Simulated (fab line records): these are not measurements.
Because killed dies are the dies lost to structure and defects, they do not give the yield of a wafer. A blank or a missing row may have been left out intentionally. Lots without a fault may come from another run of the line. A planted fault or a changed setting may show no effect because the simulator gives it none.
Which tool is to blame? | flow sky130 | Sampling: 11 lots, 32 wafers, 3 of 708 route steps

## WHAT THE GAUGES SHOWED, per wafer
SKY_VIA2_CD_MEAS_12: the cd target is 200 nm.
lot  | measured     | on        | cd-nm (nm)
L710 | day 38 00:01 | cd-sem-01 | 198.7 199.8 199.4
L714 | day 38 19:26 | cd-sem-02 | 202.0 203.8 202.8
L715 | day 38 22:06 | cd-sem-01 | 201.4 200.5 200.0
L719 | day 38 23:32 | cd-sem-02 | 200.6 200.8 200.6
L718 | day 38 23:52 | cd-sem-02 | 199.6 201.5 199.7
L717 | day 39 01:01 | cd-sem-02 | 201.3 199.1 200.8
L724 | day 44 04:47 | cd-sem-01 | 202.1 202.5 202.4
L725 | day 44 16:38 | cd-sem-01 | 200.6 166.2 201.4 200.6 165.8 201.3
L727 | day 44 21:16 | cd-sem-02 | 199.5 164.9 199.5 164.6
L730 | day 44 21:54 | cd-sem-01 | 199.0 199.1 199.4
L731 | day 44 23:47 | cd-sem-01 | 200.9 202.0 201.1

## WHAT TOOL EACH LOT RAN ON (gives the tool, then ch and the chambers of the sampled wafers, and finally the start)
lot  | SKY_METAL2_SPUTTER_04        | SKY_VIA2_EXPOSE_09
L710 | pvd-sputter-02, day 35 16:53 | krf-scanner-01 ch 0, day 37 10:06
L714 | pvd-sputter-02, day 36 12:14 | krf-scanner-01 ch 0, day 38 06:41
L715 | pvd-sputter-01, day 36 15:30 | krf-scanner-01 ch 0, day 38 09:22
L719 | pvd-sputter-01, day 36 16:27 | krf-scanner-01 ch 0, day 38 10:37
L718 | pvd-sputter-02, day 36 16:48 | krf-scanner-01 ch 0, day 38 10:54
L717 | pvd-sputter-04, day 36 17:05 | krf-scanner-02 ch 0, day 38 12:01
L724 | pvd-sputter-04, day 42 01:41 | krf-scanner-01 ch 0, day 43 17:37
L725 | pvd-sputter-02, day 42 13:56 | krf-scanner-01 ch 0, day 44 04:28
L727 | pvd-sputter-01, day 42 17:43 | krf-scanner-01 ch 0, day 44 09:29
L730 | pvd-sputter-04, day 42 18:25 | krf-scanner-02 ch 0, day 44 09:55
L731 | pvd-sputter-01, day 42 21:55 | krf-scanner-02 ch 0, day 44 12:23
- SKY_METAL2_SPUTTER_04: material TiN, target thk 70 nm, time 58.3 s.
- SKY_VIA2_EXPOSE_09: exposes mask VIM2, target cd 200 nm.

## AS READ BY THE TOOLS THEMSELVES (means over the sampled wafers that have a number; for cases with no such wafer, the mark the record gives instead)
SKY_METAL2_SPUTTER_04.
lot  | tool           | throttle-valve-pct (%)
L710 | pvd-sputter-02 | 30.0
L714 | pvd-sputter-02 | 29.7
L715 | pvd-sputter-01 | 29.1
L719 | pvd-sputter-01 | 28.7
L718 | pvd-sputter-02 | 29.7
L717 | pvd-sputter-04 | 30.7
L724 | pvd-sputter-04 | 29.3
L725 | pvd-sputter-02 | 30.1
L727 | pvd-sputter-01 | 29.2
L730 | pvd-sputter-04 | 30.5
L731 | pvd-sputter-01 | 28.8

## THE ANSWER, worked out from the rows above alone
Rule: the usual values come from the lots themselves. The widest of any qualifying gaps counts: lots, ordered by their means at a reading, are off when they make up no more than a third of the lots, leave a main group of 4 or more, and stand apart from it by 3 or more times the standard deviation of that group's means. If all means in a main group match to the digits the tables above print for the reading, that group is not used. A lot without any number at a reading at which 4 lots or more have one is off too. Any other lot the step has rows for is counted as sound. The gauges are gone through in route order, then the tools' own readings, and for those a lot's mean is taken as printed above. At the first step where some lot is off, the reading lying furthest off is the one used; lots without a number count as furthest.
Off: L725, L727, at SKY_VIA2_CD_MEAS_12 (cd-nm). Main group: mean 200.8 nm, sd 1.2.
A tool fits if, at a process step before that reading, it ran every lot that is off, and no sound lot after the first of them. Gauges at SKY_VIA2_CD_MEAS_12: tried the same way as those tools. One candidate fits, namely krf-scanner-01 at SKY_VIA2_EXPOSE_09. Its last sound lot is L724 (day 43 17:37), its first lot that is off L725 (day 44 04:28): a fault that began between those two fits.

## WHAT THE SIMULATOR PUT IN
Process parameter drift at SKY_VIA2_EXPOSE_09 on krf-scanner-01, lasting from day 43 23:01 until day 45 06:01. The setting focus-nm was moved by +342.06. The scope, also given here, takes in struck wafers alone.
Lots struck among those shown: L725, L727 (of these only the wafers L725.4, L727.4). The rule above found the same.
